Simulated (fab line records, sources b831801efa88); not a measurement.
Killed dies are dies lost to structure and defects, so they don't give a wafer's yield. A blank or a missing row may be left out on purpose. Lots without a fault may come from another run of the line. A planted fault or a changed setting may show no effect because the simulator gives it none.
Which tool did it? | flow sky130 | 7 lots, 21 wafers sampled, at 2 steps of a route of 708

WHAT THE GAUGES READ, wafer by wafer
SKY_LI_CONTACT_THK_MEAS_23: measures by xrf.
lot  | measured     | on            | LI_CONTACT_W_THK (nm)
L726 | day 30 02:55 | film_metro-04 | 401 398 403
L729 | day 31 07:46 | film_metro-01 | 407 418 408
L732 | day 32 03:05 | film_metro-04 | 405 400 418
L738 | day 34 01:53 | film_metro-01 | 405 414 404
L741 | day 35 08:43 | film_metro-02 | 406 403 410
L743 | day 35 10:19 | film_metro-02 | 398 402 396
L747 | day 36 18:52 | film_metro-02 | 392 407 397

WHICH TOOL RAN EACH LOT (tool, then ch and the chambers of the sampled wafers, then the start)
lot  | SKY_FIELD_ISO_WET_ETCH_29
L726 | wet_bench-02 ch 0, day 2 21:58
L729 | wet_bench-01 ch 1, day 3 13:08
L732 | wet_bench-01 ch 0, day 4 03:41
L738 | wet_bench-02 ch 2, day 5 13:13
L741 | wet_bench-04 ch 0, day 6 03:44
L743 | wet_bench-04 ch 0, day 6 11:24
L747 | wet_bench-04 ch 2, day 7 08:52
- SKY_FIELD_ISO_WET_ETCH_29: etches Si3N4 in H3PO4, target depth 160 nm, time 1825 s.

THE ANSWER, worked out from the rows above alone
Rule: what is usual is taken from the lots themselves. Put in order of their means at a reading, lots are off if they are a third of the lots or fewer, leave a main group of 4 or more, and stand apart from it by a gap of 3 or more times the standard deviation of the main group's means; of several such gaps the widest counts. A main group whose means are all the same, to the digits that the tables above print for the reading, isn't used. A lot without any number at a reading at which 4 lots or more have one is off too. The other lots that the step has rows for count as sound.
No lot is off at any reading shown: from this, nothing can be told.

WHAT THE SIMULATOR HAD PUT IN
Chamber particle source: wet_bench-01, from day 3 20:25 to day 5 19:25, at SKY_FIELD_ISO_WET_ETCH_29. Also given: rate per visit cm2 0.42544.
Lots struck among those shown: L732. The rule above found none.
